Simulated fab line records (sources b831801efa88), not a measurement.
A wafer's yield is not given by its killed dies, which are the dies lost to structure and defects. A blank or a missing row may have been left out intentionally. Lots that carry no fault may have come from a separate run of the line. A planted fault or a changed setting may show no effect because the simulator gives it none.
fab line records ; flow sky130
record lots=12; wafers=36; lastDay=50
route steps=708 shown POLY_GATE@229 SD_N@344 LI_CONTACT@382 CONTACT@424 PAD_OPEN@708
lots that met no fault: taken from a fault-free run of the same line
startH: start of the lot's first displayed wafer, in hours after the record's first day ; waitH: hours since the lot's step before ; " repeats the value in the row above ; L1.1+2: one row covering several wafers at once ; - no value present, or no start provided ; * or withheld: withheld ; < > ~ a bound
route shown NAME@n: a module of which the file shows steps, and the number in the route of the first ; usual: the fault-free wafers' mean and standard deviation ; same: alike in all rows ; chamber/n: place in a boat ; sites: readings site by site ; _std_site: the standard deviation of these ; _edge_site: the outer-site mean with the inner-site mean subtracted ; radiusMm: for every site, how far away it sits from the centre of the wafer ; mask NAME#n: copy n ; behind: tool/chamber where the wafer was last shaped ; hold: cause of the lot's hold/its duration in hours/its outcome ; device: the transistor (n, p or np) that didn't switch ; end of line: the same wafers' tests at the end of the route ; step lacking rows: just its recipe ; killed: at the first sort, the dies lost to defects and structure; wafer yield is something else ; map: dies across one wafer; x = killed, . = not, _ = none there
set.NAME: the setting as run; set.NAME@STEP: as run at that earlier step ; model.NAME: the simulator's own value behind a step, which no gauge read
the route's steps for a sample of lots (tables are steps, rows are wafers)
services: from which hour (startH, from the record's first day; less than 0 if before it) a tool's chamber was out of use, for how many hours, and why
## steps
# step SKY_POLY_GATE_ETCH_15
# recipe chemistry=N2/H2; target=BARC; ionEnergyEv=200; sourceW=500; biasW=100; pressureMtorr=30; n2FlowSccm=100; h2FlowSccm=200; stopOn=SiO2; timeS=118.5; targetDepthA=1100
# usual drypumpMotorCurrentA=5.8/0.34; oesProductAu=0.717/0.0051; throttleValvePct=13.211/0.0086
lot.wafer;tool;chamber;startH;waitH;drypumpMotorCurrentA;oesProductAu;rfHoursCounterH;throttleValvePct
L835.3;rieDiel-03;3;386.00;0.0;5.8;0.708;4;13.201
L835.4;rieDiel-03;0;386.00;0.0;6.4;0.729;6;13.202
L835.6;rieDiel-03;1;386.00;0.0;5.2;0.718;-;13.213
L836.3;rieDiel-02;0;387.54;0.0;6.0;0.723;95;13.200
L836.4;rieDiel-02;1;387.54;0.0;5.9;0.713;36;13.215
L836.6;rieDiel-02;1;387.54;0.0;5.9;0.719;-;13.201
L837.3;rieDiel-01;3;392.27;0.0;5.9;0.714;104;13.212
L837.4;rieDiel-01;0;392.27;0.0;6.0;0.717;81;13.221
L837.5;rieDiel-01;3;392.27;0.0;5.9;0.714;-;13.225
L838.1;rieDiel-01;2;394.10;0.0;5.7;0.717;31;13.223
L838.2;rieDiel-01;0;394.10;0.0;5.9;0.727;82;13.217
L838.3;rieDiel-01;3;394.10;0.0;5.9;0.719;104;13.208
L843.1;rieDiel-02;0;443.89;0.0;5.9;0.720;96;13.209
L843.4;rieDiel-02;1;443.89;0.0;5.9;0.720;-;13.210
L843.5;rieDiel-02;0;443.89;0.0;5.9;0.713;-;13.215
L842.1;rieDiel-01;2;444.54;0.0;5.7;0.709;32;13.198
L842.2;rieDiel-01;1;444.54;0.0;5.4;0.717;84;13.205
L842.3;rieDiel-01;0;444.54;0.0;6.0;0.722;83;13.224
L844.3;rieDiel-02;1;458.12;0.0;5.9;0.718;38;13.204
L844.5;rieDiel-02;2;458.12;0.0;5.4;0.715;-;13.210
L844.6;rieDiel-02;1;458.12;0.0;5.9;0.715;-;13.219
L845.1;rieDiel-01;0;470.51;0.0;6.0;0.711;83;13.208
L845.4;rieDiel-01;2;470.51;0.0;5.7;0.726;32;13.216
L845.6;rieDiel-01;2;470.51;0.0;5.7;0.718;-;13.210
L853.1;rieDiel-03;2;528.89;0.0;6.2;0.708;10;13.215
L853.5;rieDiel-03;0;528.89;0.0;6.4;0.723;-;13.196
L853.6;rieDiel-03;1;528.89;0.0;5.2;0.718;-;13.213
L854.2;rieDiel-01;2;533.59;0.0;5.7;0.718;33;13.218
L854.5;rieDiel-01;0;533.59;0.0;6.0;0.715;-;13.204
L854.6;rieDiel-01;2;533.59;0.0;5.7;0.714;-;13.213
L858.1;rieDiel-01;1;560.29;0.0;5.4;0.716;1;13.224
L858.4;rieDiel-01;1;560.29;0.0;5.4;0.721;-;13.216
L858.5;rieDiel-01;2;560.29;0.0;5.7;0.719;-;13.216
L857.1;rieDiel-03;0;563.79;0.0;6.4;0.725;9;13.203
L857.2;rieDiel-03;3;563.79;0.0;5.7;0.721;8;13.197
L857.4;rieDiel-03;2;563.79;0.0;6.3;0.721;11;13.199
# step SKY_SD_N_COAT_02
# recipe resist=NOVOLAK; spinRpm=3000; resistThkNm=1140
# usual chillPlateTempC=23.01/0.096; dispensePressureKPa=47/4.5; spinSpeedRpm=2999.9/2.4
lot.wafer;tool;chamber;startH;waitH;chillPlateTempC;dispensePressureKPa;spinSpeedRpm
L835.3;lithoTrack-01;0;649.19;0.1;23.07;45;3002.3
L835.4;lithoTrack-01;0;649.19;0.1;23.01;45;2994.3
L835.6;lithoTrack-01;0;649.19;0.1;22.94;45;3002.9
L836.3;lithoTrack-04;0;652.81;0.1;22.90;54;2996.9
L836.4;lithoTrack-04;0;652.81;0.1;23.10;54;3001.8
L836.6;lithoTrack-04;0;652.81;0.1;22.98;54;3001.3
L838.1;lithoTrack-04;0;655.81;0.1;22.95;54;3001.4
L838.2;lithoTrack-04;0;655.81;0.1;22.91;54;3001.5
L838.3;lithoTrack-04;0;655.81;0.1;22.86;54;3000.2
L837.3;lithoTrack-03;0;657.30;0.1;22.97;44;2998.5
L837.4;lithoTrack-03;0;657.30;0.1;22.94;44;3000.4
L837.5;lithoTrack-03;0;657.30;0.1;23.04;44;2998.7
L843.1;lithoTrack-03;-;704.50;0.1;-;-;-
L843.4;lithoTrack-03;-;704.50;0.1;-;-;-
L843.5;lithoTrack-03;-;704.50;0.1;-;-;-
L842.1;lithoTrack-01;-;704.54;0.1;-;-;-
L842.2;lithoTrack-01;-;704.54;0.1;-;-;-
L842.3;lithoTrack-01;-;704.54;0.1;-;-;-
L844.3;lithoTrack-04;-;715.06;0.1;-;-;-
L844.5;lithoTrack-04;-;715.06;0.1;-;-;-
L844.6;lithoTrack-04;-;715.06;0.1;-;-;-
L845.1;lithoTrack-01;0;727.19;0.1;23.07;45;2995.7
L845.4;lithoTrack-01;0;727.19;0.1;23.09;45;2998.1
L845.6;lithoTrack-01;0;727.19;0.1;23.07;45;2994.8
L853.1;lithoTrack-03;0;779.05;0.1;22.95;44;3003.1
L853.5;lithoTrack-03;0;779.05;0.1;23.02;44;3000.6
L853.6;lithoTrack-03;0;779.05;0.1;23.00;44;2999.4
L854.2;lithoTrack-04;0;780.48;0.1;22.92;54;2998.0
L854.5;lithoTrack-04;0;780.48;0.1;22.99;54;2999.6
L854.6;lithoTrack-04;0;780.48;0.1;22.95;54;2998.7
L858.1;lithoTrack-03;0;806.05;0.1;23.11;44;3000.9
L858.4;lithoTrack-03;0;806.05;0.1;23.05;44;2999.4
L858.5;lithoTrack-03;0;806.05;0.1;23.15;44;3003.5
L857.1;lithoTrack-01;0;808.09;0.1;22.89;45;3001.2
L857.2;lithoTrack-01;0;808.09;0.1;23.00;45;3006.8
L857.4;lithoTrack-01;0;808.09;0.1;23.21;45;3001.2
# step SKY_SD_N_CD_MEAS_07
# recipe targetCdNm=380
# usual cdNm=380.4/2.7
lot.wafer;tool;chamber;startH;waitH;cdNm
L835.3;cdSem-01;-;663.65;0.1;382.3
L835.4;cdSem-01;-;663.65;0.1;382.8
L835.6;cdSem-01;-;663.65;0.1;383.1
L836.3;cdSem-02;-;666.49;0.1;380.1
L836.4;cdSem-02;-;666.49;0.1;379.5
L836.6;cdSem-02;-;666.49;0.1;379.5
L838.1;cdSem-02;-;670.69;0.1;374.4
L838.2;cdSem-02;-;670.69;0.1;378.1
L838.3;cdSem-02;-;670.69;0.1;375.5
L837.3;cdSem-01;-;672.33;0.1;378.4
L837.4;cdSem-01;-;672.33;0.1;380.7
L837.5;cdSem-01;-;672.33;0.1;378.3
L843.1;cdSem-02;-;718.45;0.1;-
L843.4;cdSem-02;-;718.45;0.1;-
L843.5;cdSem-02;-;718.45;0.1;-
L842.1;cdSem-02;-;718.74;0.1;-
L842.2;cdSem-02;-;718.74;0.1;-
L842.3;cdSem-02;-;718.74;0.1;-
L844.3;cdSem-02;-;729.53;0.1;-
L844.5;cdSem-02;-;729.53;0.1;-
L844.6;cdSem-02;-;729.53;0.1;-
L845.1;cdSem-02;-;740.50;0.1;380.2
L845.4;cdSem-02;-;740.50;0.1;379.6
L845.6;cdSem-02;-;740.50;0.1;382.2
L853.1;cdSem-02;-;793.05;0.1;376.5
L853.5;cdSem-02;-;793.05;0.1;376.5
L853.6;cdSem-02;-;793.05;0.1;378.0
L854.2;cdSem-01;-;794.33;0.1;376.2
L854.5;cdSem-01;-;794.33;0.1;379.0
L854.6;cdSem-01;-;794.33;0.1;377.1
L858.1;cdSem-02;-;818.85;0.2;376.5
L858.4;cdSem-02;-;818.85;0.2;380.8
L858.5;cdSem-02;-;818.85;0.2;377.5
L857.1;cdSem-01;-;821.46;0.1;386.2
L857.2;cdSem-01;-;821.46;0.1;385.9
L857.4;cdSem-01;-;821.46;0.1;383.5
# step SKY_LI_CONTACT_SPUTTER_20
# recipe material=TiN; targetThkNm=20; chamberPressurePa=5; powerW=4000; timeS=80
# usual throttleValvePct=29.8/1.4
lot.wafer;tool;chamber;startH;waitH;throttleValvePct
L835.3;pvdSputter-02;-;694.50;0.0;29.6
L835.4;pvdSputter-02;-;694.50;0.0;30.0
L835.6;pvdSputter-02;-;694.50;0.0;31.5
L836.3;pvdSputter-04;-;697.59;0.0;32.1
L836.4;pvdSputter-04;-;697.59;0.0;26.8
L836.6;pvdSputter-04;-;697.59;0.0;30.4
L838.1;pvdSputter-02;-;702.29;0.0;31.6
L838.2;pvdSputter-02;-;702.29;0.0;30.0
L838.3;pvdSputter-02;-;702.29;0.0;27.7
L837.3;pvdSputter-01;-;703.59;0.0;29.6
L837.4;pvdSputter-01;-;703.59;0.0;28.5
L837.5;pvdSputter-01;-;703.59;0.0;30.7
L843.1;pvdSputter-02;-;748.55;0.0;29.9
L843.4;pvdSputter-02;-;748.55;0.0;30.1
L843.5;pvdSputter-02;-;748.55;0.0;30.0
L842.1;pvdSputter-01;-;749.26;0.0;30.6
L842.2;pvdSputter-01;-;749.26;0.0;29.3
L842.3;pvdSputter-01;-;749.26;0.0;30.8
L844.3;pvdSputter-02;-;759.25;0.0;29.9
L844.5;pvdSputter-02;-;759.25;0.0;27.8
L844.6;pvdSputter-02;-;759.25;0.0;30.2
L845.1;pvdSputter-02;-;770.84;0.0;27.8
L845.4;pvdSputter-02;-;770.84;0.0;29.8
L845.6;pvdSputter-02;-;770.84;0.0;31.7
L853.1;pvdSputter-02;-;821.64;0.0;31.5
L853.5;pvdSputter-02;-;821.64;0.0;30.1
L853.6;pvdSputter-02;-;821.64;0.0;27.8
L854.2;pvdSputter-01;-;822.31;0.0;28.8
L854.5;pvdSputter-01;-;822.31;0.0;30.5
L854.6;pvdSputter-01;-;822.31;0.0;28.5
L858.1;pvdSputter-01;-;847.09;0.0;29.5
L858.4;pvdSputter-01;-;847.09;0.0;30.6
L858.5;pvdSputter-01;-;847.09;0.0;30.9
L857.1;pvdSputter-04;-;849.96;0.0;30.3
L857.2;pvdSputter-04;-;849.96;0.0;26.8
L857.4;pvdSputter-04;-;849.96;0.0;30.6
# step SKY_CONTACT_ETCH_18
# recipe target=Si3N4; chemistry=CHF3/O2; stopOn=TiN; sourceW=600; biasW=200; pressureMtorr=40; chf3FlowSccm=50; O2_flow_sccm=5; timeS=39; targetDepthA=750
# usual drypumpMotorCurrentA=5.8/0.35; oesProductAu=0.854/0.0065; throttleValvePct=8.793/0.01
lot.wafer;tool;chamber;startH;waitH;drypumpMotorCurrentA;oesProductAu;rfHoursCounterH;throttleValvePct
L835.3;rieDiel-02;3;-;-;6.1;0.842;18;8.787
L835.4;rieDiel-02;2;-;-;5.4;0.867;16;8.794
L835.6;rieDiel-02;2;-;-;5.4;0.855;-;8.803
L836.3;rieDiel-02;2;-;-;5.4;0.846;16;8.794
L836.4;rieDiel-02;0;-;-;5.9;0.857;5;8.816
L836.6;rieDiel-02;3;-;-;6.1;0.860;-;8.783
L838.1;rieDiel-03;2;-;-;6.2;0.846;16;8.781
L838.2;rieDiel-03;3;-;-;5.7;0.859;13;8.780
L838.3;rieDiel-03;0;-;-;6.4;0.849;14;8.779
L837.3;rieDiel-02;2;-;-;5.4;0.853;17;8.804
L837.4;rieDiel-02;1;-;-;5.9;0.860;46;8.800
L837.5;rieDiel-02;0;-;-;6.0;0.861;-;8.772
L843.1;rieDiel-02;2;-;-;5.4;0.849;19;8.775
L843.4;rieDiel-02;1;-;-;5.9;0.854;-;8.798
L843.5;rieDiel-02;2;-;-;5.4;0.865;-;8.781
L842.1;rieDiel-03;0;-;-;6.4;0.850;16;8.807
L842.2;rieDiel-03;1;-;-;5.2;0.852;11;8.796
L842.3;rieDiel-03;3;-;-;5.7;0.855;15;8.792
L844.3;rieDiel-01;1;-;-;5.4;0.844;6;8.789
L844.5;rieDiel-01;1;-;-;5.4;0.858;-;8.803
L844.6;rieDiel-01;0;-;-;6.0;0.847;-;8.792
L845.1;rieDiel-02;1;-;-;5.9;0.852;2;8.802
L845.4;rieDiel-02;1;-;-;5.8;0.853;-;8.791
L845.6;rieDiel-02;2;-;-;5.4;0.861;-;8.797
L853.1;rieDiel-01;2;-;-;5.7;0.857;2;8.801
L853.5;rieDiel-01;0;-;-;6.0;0.865;-;8.792
L853.6;rieDiel-01;1;-;-;5.4;0.851;-;8.786
L854.2;rieDiel-01;1;-;-;5.4;0.852;8;8.791
L854.5;rieDiel-01;0;-;-;6.0;0.849;-;8.828
L854.6;rieDiel-01;3;-;-;5.9;0.858;-;8.791
L858.1;rieDiel-02;2;-;-;5.4;0.858;22;8.798
L858.4;rieDiel-02;1;-;-;5.9;0.866;-;8.793
L858.5;rieDiel-02;2;-;-;5.4;0.857;-;8.783
L857.1;rieDiel-03;2;-;-;6.2;0.860;21;8.792
L857.2;rieDiel-03;0;-;-;6.4;0.856;19;8.789
L857.4;rieDiel-03;3;-;-;5.7;0.862;19;8.799
# step SKY_PAD_OPEN_PROBE_99
# usual killed_at_M0_to_M3=43/7.3; killed_at_M4_up=3.1/1.7; killedAtContacts=25/5.3; killedAtFrontEnd=15/4.3; killedAtOther=0.2/0.54; killedDies=87/10; killedOnRim=17/3.9; killedOpen=48/7.6; killedShort=38/6.1
# same grossDies=492; killedAtBackSide=0
lot.wafer;tool;chamber;startH;waitH;killed_at_M0_to_M3;killed_at_M4_up;killedAtContacts;killedAtFrontEnd;killedAtOther;killedDies;killedOnRim;killedOpen;killedShort
L843.1;prober-01;-;1127.10;0.1;39;2;35;416;0;492;96;46;47
L843.4;prober-01;-;1127.25;0.2;43;2;22;425;0;492;96;42;34
L843.5;prober-01;-;1127.30;0.2;44;3;21;423;1;492;96;45;33
L842.1;prober-02;-;1127.41;0.1;45;2;40;405;0;492;96;62;45
L842.2;prober-02;-;1127.46;0.1;42;5;26;418;1;492;96;46;40
L842.3;prober-02;-;1127.51;0.2;44;3;29;415;1;492;96;43;42
L844.3;prober-01;-;1135.65;0.2;47;6;27;412;0;492;96;61;38
L844.5;prober-01;-;1135.75;0.2;55;4;32;401;0;492;96;64;43
L844.6;prober-01;-;1135.80;0.2;45;3;28;416;0;492;96;48;37
L854.2;prober-01;-;1183.04;0.1;44;3;21;9;1;78;16;46;32
L854.6;prober-01;-;1183.24;0.2;48;1;23;14;2;88;20;46;41
# killed by level:class
L843.1 SD_N:areaExpose=399 CONTACT:geometricParticle:open=11 CONTACT:geometricParticle:short=10 VIA1:geometricParticle:open=9 LOCAL_INTERCONNECT:geometricParticle:short=8 VIA3:geometricParticle:open=6 FIELD_ISO:geometricParticle:short=5 FIELD_ISO:geometricParticle:open=5
L843.4 SD_N:areaExpose=416 VIA1:geometricParticle:open=10 CONTACT:geometricParticle:open=8 VIA3:geometricParticle:open=8 VIA1:geometricParticle:short=6 METAL2:geometricParticle:short=6 LI_CONTACT:geometricParticle:open=4 METAL1:geometricParticle:short=4
L843.5 SD_N:areaExpose=414 VIA1:geometricParticle:open=13 CONTACT:geometricParticle:open=8 VIA2:geometricParticle:open=6 VIA3:geometricParticle:open=5 CONTACT:geometricParticle:short=5 VIA3:geometricParticle:short=5 LI_CONTACT:geometricParticle:open=4
L842.1 SD_N:areaExpose=385 CONTACT:geometricParticle:open=16 VIA1:geometricParticle:open=10 POLY_GATE:geometricParticle:short=8 LI_CONTACT:geometricParticle:open=8 VIA3:geometricParticle:open=8 METAL2:geometricParticle:short=7 LI_CONTACT:geometricParticle:short=6
L842.2 SD_N:areaExpose=406 CONTACT:geometricParticle:short=9 METAL1:geometricParticle:short=9 VIA1:geometricParticle:open=8 LI_CONTACT:geometricParticle:open=7 VIA3:geometricParticle:open=5 VIA2:geometricParticle:open=5 CONTACT:geometricParticle:open=4
L842.3 SD_N:areaExpose=407 LOCAL_INTERCONNECT:geometricParticle:short=10 VIA1:geometricParticle:open=10 CONTACT:geometricParticle:open=8 METAL2:geometricParticle:short=8 LI_CONTACT:geometricParticle:open=7 VIA3:geometricParticle:open=6 METAL3:geometricParticle:short=5
L844.3 SD_N:areaExpose=393 CONTACT:geometricParticle:open=13 VIA1:geometricParticle:open=12 VIA2:geometricParticle:open=11 VIA3:geometricParticle:open=6 POLY_GATE:geometricParticle:short=5 POLY_GATE:geometricParticle:open=4 VIA3:geometricParticle:short=4
L844.5 SD_N:areaExpose=385 CONTACT:geometricParticle:open=15 VIA1:geometricParticle:open=13 VIA3:geometricParticle:open=11 VIA2:geometricParticle:open=7 LI_CONTACT:geometricParticle:open=6 VIA1:geometricParticle:short=6 METAL2:geometricParticle:short=5
L844.6 SD_N:areaExpose=406 VIA1:geometricParticle:open=13 CONTACT:geometricParticle:open=10 LI_CONTACT:geometricParticle:open=7 VIA3:geometricParticle:open=6 VIA2:geometricParticle:open=5 METAL1:geometricParticle:short=5 VIA1:geometricParticle:short=5
L854.2 VIA1:geometricParticle:open=11 LI_CONTACT:geometricParticle:open=8 VIA3:geometricParticle:open=7 CONTACT:geometricParticle:open=6 METAL1:geometricParticle:short=6 LOCAL_INTERCONNECT:geometricParticle:short=5 VIA1:geometricParticle:short=5 METAL2:geometricParticle:short=5
L854.6 CONTACT:geometricParticle:open=10 VIA1:geometricParticle:open=9 METAL2:geometricParticle:short=8 LI_CONTACT:geometricParticle:open=6 VIA2:geometricParticle:short=5 VIA2:geometricParticle:open=5 VIA3:geometricParticle:short=5 VIA3:geometricParticle:open=5
## services
tool;chamber;startH;hours;kind
rieDiel-03;-;366.19;0.1;repair
rieDiel-02;3;380.74;3.9;repair
rieDiel-01;2;381.79;5.1;repair
rieDiel-03;-;404.20;1.1;repair
rieDiel-03;2;407.00;14.4;repair
rieDiel-02;3;438.89;5.9;repair
rieDiel-02;-;439.11;0.1;repair
rieDiel-03;2;454.59;2.4;repair
rieDiel-01;1;458.00;1.3;repair
rieDiel-02;0;471.89;2.7;repair
rieDiel-03;-;502.10;0.3;repair
pvdSputter-02;-;553.42;7.4;repair
rieDiel-02;3;570.46;8.9;repair
rieDiel-01;0;594.84;15.3;repair
rieDiel-01;1;596.70;15.3;repair
rieDiel-01;2;608.14;15.3;repair
rieDiel-02;0;617.17;6.9;repair
rieDiel-01;1;635.08;7.6;repair
rieDiel-02;-;640.95;1.0;repair
rieDiel-01;-;686.03;0.4;repair
rieDiel-01;1;712.14;5.8;repair
rieDiel-02;0;792.55;128.1;repair
rieDiel-01;-;827.18;2.8;pm
rieDiel-02;2;875.45;4.0;repair
## key
firstSign step=SKY_SD_N_COAT_02; reading=toolRecord; direction=missing
effect step=SKY_SD_N_CD_MEAS_07; reading=cdNm; direction=missing
effect step=SKY_PAD_OPEN_PROBE_99; reading=killedAtFrontEnd; direction=up; sigmas=93; usual=15; struck=415
moreKillsBornAt SKY_SD_N_EXPOSE_04@ilineStepper-02=2413; SKY_SD_N_EXPOSE_04@ilineStepper-01=1198
metAt SKY_SD_N_COAT_02
struckLots L842,L843,L844
testerLeftOut L842,L843,L844
notActingAt SKY_POLY_GATE_ETCH_15,SKY_LI_CONTACT_SPUTTER_20,SKY_CONTACT_ETCH_18
onsetBetween 657.30 704.50
fault kind=skippedStepWhole; tool=lithoTrack-01,lithoTrack-03,lithoTrack-04; chamber=-; onsetH=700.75; steps=SKY_SD_N_COAT_02; scope=struckLotsOnly
# testerLeftOut: of these lots the tester's yield and bins aren't shown, on N5 and GAA mostly nor the transistor test; their killed dies are dies lost to structure and defects alone, not to doping, threshold or leakage, so they don't give the yield
